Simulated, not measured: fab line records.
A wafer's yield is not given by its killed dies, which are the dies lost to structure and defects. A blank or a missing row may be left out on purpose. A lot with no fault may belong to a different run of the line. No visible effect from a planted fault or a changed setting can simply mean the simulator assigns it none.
Which of the tools did it? | flow gf180mcu | 13 lots, 39 wafers sampled, at 4 steps of a route of 602

WHAT THE GAUGES READ, wafer by wafer
GF_HV_LDD_CD_MEAS_07: the cd target is 400 nm.
lot  | measured     | on        | cd nm (nm)
L291 | day 10 02:14 | cd sem-02 | 397.3 396.3 396.8
L292 | day 10 10:32 | cd sem-02 | 399.9 399.4 402.9
L299 | day 12 12:34 | cd sem-02 | 321.1 321.7 321.8
L302 | day 13 08:50 | cd sem-02 | 403.6 399.7 400.3
L304 | day 14 00:17 | cd sem-01 | 400.7 399.4 398.8
L305 | day 14 09:32 | cd sem-01 | 399.6 400.0 402.0
L307 | day 14 21:07 | cd sem-02 | 400.5 400.0 397.6
L308 | day 15 07:12 | cd sem-01 | 398.3 400.9 398.2
L309 | day 15 12:52 | cd sem-02 | 399.8 396.8 399.4
L311 | day 16 05:26 | cd sem-01 | 402.3 400.7 399.6
L312 | day 16 16:23 | cd sem-01 | 398.9 398.9 398.3
L313 | day 16 18:10 | cd sem-01 | 407.2 404.5 407.5
L314 | day 17 05:07 | cd sem-01 | 400.7 398.9 401.4

GF_NSD_TW_MEAS_12.
lot  | measured     | on            | NSD_TW
L291 | day 13 10:20 | film metro-03 | 4323 4308 4301
L292 | day 13 19:36 | film metro-03 | 4318 4289 4268
L299 | day 16 02:47 | film metro-02 | 4238 4224 4215
L302 | day 17 02:47 | film metro-01 | 4185 4176 4172
L304 | day 17 21:27 | film metro-03 | 4308 4297 4297
L305 | day 18 05:21 | film metro-02 | 4239 4242 4237
L307 | day 18 20:14 | film metro-03 | 4274 4260 4272
L308 | day 19 06:04 | film metro-03 | 4318 4312 4314
L309 | day 19 13:55 | film metro-01 | 4177 4169 4203
L311 | day 20 08:04 | film metro-02 | 4208 4232 4239
L312 | day 20 18:52 | film metro-01 | 4236 4223 4210
L313 | day 20 20:19 | film metro-01 | 4203 4204 4221
L314 | day 21 07:59 | film metro-01 | 4203 4227 4205

GF_CONTACT_THK_MEAS_26: measures by xrf.
lot  | measured     | on            | CONTACT_W_THK (nm)
L291 | day 16 04:56 | film metro-02 | 298 308 301
L292 | day 16 15:59 | film metro-04 | 303 294 304
L299 | day 19 02:31 | film metro-01 | 300 308 300
L302 | day 20 04:44 | film metro-01 | 297 297 295
L304 | day 21 00:37 | film metro-01 | 297 296 297
L305 | day 21 07:38 | film metro-04 | 298 297 297
L307 | day 22 00:29 | film metro-04 | 293 293 292
L308 | day 22 08:42 | film metro-01 | 293 297 292
L309 | day 22 15:57 | film metro-01 | 298 308 309
L311 | day 23 10:40 | film metro-01 | 299 305 300
L312 | day 23 19:37 | film metro-02 | 304 305 304
L313 | day 23 22:02 | film metro-02 | 303 301 300
L314 | day 24 07:06 | film metro-02 | 302 309 304

WHAT TOOL EACH LOT RAN ON (gives the tool, then ch and the chambers of the sampled wafers, and finally the start)
lot  | GF_HV_LDD_EXPOSE_04
L291 | iline stepper-01 ch 0, day 9 17:44
L292 | iline stepper-02 ch 0, day 10 01:25
L299 | iline stepper-01 ch 0, day 12 02:57
L302 | iline stepper-02 ch 0, day 12 23:14
L304 | iline stepper-02 ch 0, day 13 14:32
L305 | iline stepper-01 ch 0, day 13 23:22
L307 | iline stepper-01 ch 0, day 14 11:13
L308 | iline stepper-01 ch 0, day 14 20:13
L309 | iline stepper-02 ch 0, day 15 01:41
L311 | iline stepper-01 ch 0, day 15 18:26
L312 | iline stepper-01 ch 0, day 16 05:38
L313 | iline stepper-02 ch 0, day 16 07:31
L314 | iline stepper-01 ch 0, day 16 17:59
- GF_HV_LDD_EXPOSE_04: exposes mask Nplus LV AREA, target cd 400 nm.

WHAT THE TOOLS THEMSELVES READ (means of the sampled wafers that have a number; where no wafer has one, the mark that the record gives instead)
The record holds no such reading with a usual standard deviation.

THE ANSWER, worked out from the rows above alone
Rule: usual is defined by the lots themselves. The widest of any qualifying gaps counts: lots, ordered by their means at a reading, are off when they make up no more than a third of the lots, leave a main group of 4 or more, and stand apart from it by 3 or more times the standard deviation of that group's means. A main group is skipped when, at the precision printed for the reading in the tables above, its means are all equal. Also off: a lot with no number at a reading for which 4 or more lots have one. All remaining lots with rows at the step are treated as sound. First the gauges in route order, then the tools' own readings, where a lot's mean is used as printed above. At the first step where some lot is off, the reading lying furthest off is the one used; lots without a number count as furthest.
Off at GF_HV_LDD_CD_MEAS_07 (cd nm): L299. Mean 400.2 nm and standard deviation 2.2 in the main group.
A tool fits if, at a process step before that reading, it ran every lot that is off, and no sound lot after the first of them. Those tools and the gauges at GF_HV_LDD_CD_MEAS_07 are tried in the same way. Of those tried, none fits.

WHAT THE SIMULATOR HAD INSERTED
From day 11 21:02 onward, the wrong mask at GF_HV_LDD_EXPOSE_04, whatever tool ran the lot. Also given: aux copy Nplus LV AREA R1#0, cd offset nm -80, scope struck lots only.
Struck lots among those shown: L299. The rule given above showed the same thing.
